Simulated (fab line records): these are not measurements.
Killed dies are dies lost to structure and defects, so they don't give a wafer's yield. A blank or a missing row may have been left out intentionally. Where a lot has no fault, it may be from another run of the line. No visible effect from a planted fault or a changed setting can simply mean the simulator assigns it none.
Check for tools in common ; flow sky130 ; Lots sampled 12, wafers sampled 36

## WHY THIS WAS OPENED
Of 12 lots, 2 have the reading POLY_GATE_CVD_00_THK flagged at SKY_POLY_GATE_THK_MEAS_01. Wafers without a fault read 179.9 nm, standard deviation 1.6.
Rule: a lot is flagged in two cases, either no wafer of it has a number, or all its wafers with numbers fall more than 4 standard deviations from that mean. As for the other lots, they are considered sound.

lot;measured;on;POLY_GATE_CVD_00_THK (nm), wafer by wafer;flag
L348;day 13 19:50;film-metro-01;179.4 179.7 179.4;
L350;day 14 13:55;film-metro-03;182.4 181.2 180.0;
L354;day 15 21:43;film-metro-02;233.1 232.3 231.6;FLAGGED
L355;day 16 06:12;film-metro-03;233.8 233.0 230.9;FLAGGED
L364;day 19 17:05;film-metro-03;182.0 181.4 180.5;
L366;day 20 03:55;film-metro-02;180.7 181.2 180.5;
L365;day 20 05:43;film-metro-02;181.4 181.6 181.7;
L367;day 20 12:35;film-metro-03;180.8 179.6 179.9;
L368;day 21 04:05;film-metro-02;178.6 178.1 178.6;
L369;day 21 09:14;film-metro-02;179.3 179.5 178.1;
L370;day 21 17:31;film-metro-01;176.8 176.0 179.0;
L371;day 22 00:50;film-metro-02;179.2 179.2 178.9;
The mean of the flagged lots' numbers is 232.4 nm, +52.5 nm from the usual (+33 standard deviations).

## TOOL THAT RAN EACH LOT
The record holds 2 process steps before the reading, out of a route of 708 steps. Read each cell as the tool, then ch plus the chambers that the sampled wafers visited, then the start.
lot;flag;SKY_VT_ADJUST_NCORE_STRIP_10;SKY_POLY_GATE_CVD_00
L348;;plasma-asher-02 ch 0,1, day 8 12:58;lpcvd-01 ch 1, day 13 18:38
L350;;plasma-asher-04 ch 0,1, day 9 02:42;lpcvd-01 ch 0, day 14 12:43
L354;FLAGGED;plasma-asher-01 ch 0,1, day 10 05:28;lpcvd-01 ch 1, day 15 20:31
L355;FLAGGED;plasma-asher-04 ch 0,1, day 10 12:59;lpcvd-01 ch 1, day 16 04:59
L364;;plasma-asher-04 ch 0,1, day 13 05:31;lpcvd-01 ch 1, day 19 15:53
L366;;plasma-asher-04 ch 0,1, day 13 16:13;lpcvd-01 ch 0, day 20 02:07
L365;;plasma-asher-04 ch 0,1, day 13 15:47;lpcvd-01 ch 1, day 20 03:55
L367;;plasma-asher-04 ch 0,1, day 14 02:38;lpcvd-01 ch 1, day 20 11:23
L368;;plasma-asher-01 ch 0,1, day 14 13:08;lpcvd-01 ch 1, day 21 02:52
L369;;plasma-asher-01 ch 0,1, day 14 18:56;lpcvd-01 ch 0, day 21 08:01
L370;;plasma-asher-01 ch 1, day 14 23:54;lpcvd-01 ch 0, day 21 16:19
L371;;plasma-asher-02 ch 0,1, day 15 07:03;lpcvd-01 ch 0, day 21 23:01
What is done by these steps:
- SKY_VT_ADJUST_NCORE_STRIP_10: strips in O2/N2.
- SKY_POLY_GATE_CVD_00: deposits poly-Si, target thk 180 nm, time 720 s.
- SKY_POLY_GATE_THK_MEAS_01

## FLAGGED OVER TOTAL, TOOL BY TOOL (the gauges that took the reading come last)
step;tool;lots run;flagged;share of the flagged lots;sound lots run after its first flagged lot
SKY_VT_ADJUST_NCORE_STRIP_10;plasma-asher-01;4;1;some;3 (L368,L369,L370)
SKY_VT_ADJUST_NCORE_STRIP_10;plasma-asher-02;2;0;none;-
SKY_VT_ADJUST_NCORE_STRIP_10;plasma-asher-04;6;1;some;4 (L364,L365,L366,L367)
SKY_POLY_GATE_CVD_00;lpcvd-01;12;2;all;8 (L364,L366,L365,L367,L368,L369,L370,L371)
SKY_POLY_GATE_THK_MEAS_01;film-metro-01;2;0;none;-
SKY_POLY_GATE_THK_MEAS_01;film-metro-02;6;1;some;5 (L366,L365,L368,L369,L371)
SKY_POLY_GATE_THK_MEAS_01;film-metro-03;4;1;some;2 (L364,L367)

## THE TABLE: WHAT IT ALLOWS
All flagged lots share 1 row of the table, namely lpcvd-01 at SKY_POLY_GATE_CVD_00.
- lpcvd-01 at SKY_POLY_GATE_CVD_00 ran 12 lots, 2 of them flagged. Sound lots ran on it after the first flagged one (L364, L366, L365, L367, L368, L369, L370, L371), which a lasting fault on the whole tool wouldn't allow.
Every row of the table either missed a flagged lot or ran a sound lot after the first.

## WHAT THE SIMULATOR PUT IN
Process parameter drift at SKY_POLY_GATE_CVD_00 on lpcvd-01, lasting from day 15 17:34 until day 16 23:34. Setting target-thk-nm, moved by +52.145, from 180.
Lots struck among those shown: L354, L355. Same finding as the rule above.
